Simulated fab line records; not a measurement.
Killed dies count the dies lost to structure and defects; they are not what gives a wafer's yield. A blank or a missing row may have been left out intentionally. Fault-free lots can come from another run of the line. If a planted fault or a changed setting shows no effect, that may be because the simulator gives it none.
Chamber matching ; flow sky130 ; SKY_SONOS_ONO_ETCH_15 on rie diel-02: 4 sister chambers
The step etches the open film in CHF3/O2, target depth 19.52 nm, time 7.8 s. 4 wafers are shown with their chamber, then 11 later ones without.

## WAFERS WITH THEIR CHAMBER
wafer;chamber;drypump motor current A (A)
L085.4;2;5.7
L090.1;1;5.4
L090.4;0;6.5
L091.2;3;5.1

## WAFERS WITHOUT THEIR CHAMBER
wafer;drypump motor current A (A)
L091.3;6.5
L091.5;5.1
L094.2;5.4
L094.4;5.4
L094.5;5.1
L095.1;5.0
L095.3;6.5
L095.6;5.7
L096.3;5.1
L096.4;5.7
L096.6;5.0

## EACH ONE'S CHAMBER
wafer;from the rows above;in truth
L091.3;0;0
L091.5;3;3
L094.2;1;1
L094.4;1;1
L094.5;3;3
L095.1;3;3
L095.3;0;0
L095.6;2;2
L096.3;3;3
L096.4;2;2
L096.6;3;3
Placed correctly: 11 of 11. Can't be placed from these rows: 0. Number placed wrongly: 0.
How it was worked out, from the rows above alone: a wafer's distance from a chamber is the root of the sum, over the readings, of the square of ((its reading less the chamber's mean) divided by the reading's scatter). If the next closest chamber is less than 2 further off than the closest, the wafer can't be placed; otherwise it belongs to the closest. Each chamber's mean is taken over the wafers shown for it. The scatter: with one shown wafer a chamber, the root of the mean of the squares of how far each hidden wafer lies from its nearest shown one.
